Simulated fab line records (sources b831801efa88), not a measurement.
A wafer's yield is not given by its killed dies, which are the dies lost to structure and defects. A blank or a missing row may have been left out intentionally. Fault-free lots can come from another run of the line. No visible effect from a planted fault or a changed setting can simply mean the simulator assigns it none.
Which tool did it? + flow gf180mcu + 13 lots with 39 wafers sampled at 2 steps, on a route of 602 steps

== WHAT EACH GAUGE READ, for each wafer ==
GF_V2_BOW_MEAS_05. Usual: for V2_BOW the level is 97 um and the standard deviation is 7.9.
| lot  | measured     | on            | V2_BOW (um) | flag |
|------|--------------|---------------|-------------|------|
| L924 | day 19 09:55 | film_metro-04 | 106 96 109  |      |
| L925 | day 20 01:25 | film_metro-04 | 105 92 99   |      |
| L926 | day 20 04:14 | film_metro-04 | 94 85 82    |      |
| L927 | day 20 14:43 | film_metro-03 | 98 94 95    |      |
| L929 | day 21 16:24 | film_metro-04 | 100 107 93  |      |
| L938 | day 24 21:49 | film_metro-02 | 103 99 104  |      |
| L939 | day 25 00:01 | film_metro-04 | 88 102 93   |      |
| L940 | day 25 04:00 | film_metro-04 | 92 98 88    |      |
| L941 | day 25 11:27 | film_metro-02 | 99 89 101   |      |
| L942 | day 25 15:34 | film_metro-02 | 87 103 92   |      |
| L943 | day 25 22:48 | film_metro-02 | 112 102 105 |      |
| L944 | day 26 05:53 | film_metro-02 | 93 105 101  |      |
| L945 | day 26 17:04 | film_metro-02 | 95 92 92    |      |

== WHICH TOOL RAN EACH LOT (tool, then ch and the chambers of the sampled wafers, then the start) ==
| lot  | GF_M2_METAL_ETCH_16               |
|------|-----------------------------------|
| L924 | rie_metal-03 ch 0, day 19 08:34   |
| L925 | rie_metal-01 ch 0, day 20 00:03   |
| L926 | rie_metal-02 ch 0,1, day 20 03:01 |
| L927 | rie_metal-02 ch 0,1, day 20 13:25 |
| L929 | rie_metal-03 ch 0,1, day 21 15:03 |
| L938 | rie_metal-03 ch 0,1, day 24 20:15 |
| L939 | rie_metal-01 ch 0,1, day 24 22:33 |
| L940 | rie_metal-03 ch 0,1, day 25 02:43 |
| L941 | rie_metal-01 ch 0,1, day 25 10:07 |
| L942 | rie_metal-02 ch 1, day 25 14:16   |
| L943 | rie_metal-03 ch 0,1, day 25 21:25 |
| L944 | rie_metal-01 ch 0,1, day 26 04:40 |
| L945 | rie_metal-03 ch 1, day 26 15:43   |
- GF_M2_METAL_ETCH_16: etches the open film in Cl2/BCl3, stops on SiO2, target depth 750.8 nm, time 125.1 s.

== AS READ BY THE TOOLS THEMSELVES (means over the sampled wafers that have a number; for cases with no such wafer, the mark the record gives instead) ==
GF_M2_METAL_ETCH_16. Usual: drypump_motor_current_A 5.8 A, standard deviation 0.62; oes_product_au 0.992 a.u., standard deviation 0.0047; throttle_valve_pct 28.226 %, standard deviation 0.0099.
| lot  | tool         | drypump_motor_current_A (A) | oes_product_au (a.u.) | throttle_valve_pct (%) | flag |
|------|--------------|-----------------------------|-----------------------|------------------------|------|
| L924 | rie_metal-03 | 6.5                         | 0.996                 | 28.230                 |      |
| L925 | rie_metal-01 | 5.9                         | 0.993                 | 28.228                 |      |
| L926 | rie_metal-02 | 5.4                         | 0.993                 | 28.220                 |      |
| L927 | rie_metal-02 | 5.4                         | 0.996                 | 28.228                 |      |
| L929 | rie_metal-03 | 6.1                         | 0.990                 | 28.222                 |      |
| L938 | rie_metal-03 | 6.1                         | 0.990                 | 28.229                 |      |
| L939 | rie_metal-01 | 6.3                         | 0.992                 | 28.219                 |      |
| L940 | rie_metal-03 | 5.8                         | 0.993                 | 28.223                 |      |
| L941 | rie_metal-01 | 6.3                         | 0.992                 | 28.224                 |      |
| L942 | rie_metal-02 | 5.7                         | 0.991                 | 28.223                 |      |
| L943 | rie_metal-03 | 5.8                         | 0.991                 | 28.229                 |      |
| L944 | rie_metal-01 | 6.3                         | 0.989                 | 28.234                 |      |
| L945 | rie_metal-03 | 5.4                         | 0.992                 | 28.228                 |      |

== THE ANSWER, worked out from the rows above alone ==
Rule: take the mean of a lot's wafers that have a number; if it is more than 3 standard deviations from the usual mean, the lot is off. A lot without any number at a reading at which 4 lots or more have one is off too. All remaining lots with rows at the step are treated as sound. Order of review: gauges by route order, followed by the tools' own readings, for which a lot's mean as printed above is used. The first step at which some lot is off is used, and at that step the reading that is off furthest; a lot without a number counts as furthest.
Across all readings shown, no lot is off: no conclusion can be drawn from this.

== WHAT THE SIMULATOR HAD PUT IN ==
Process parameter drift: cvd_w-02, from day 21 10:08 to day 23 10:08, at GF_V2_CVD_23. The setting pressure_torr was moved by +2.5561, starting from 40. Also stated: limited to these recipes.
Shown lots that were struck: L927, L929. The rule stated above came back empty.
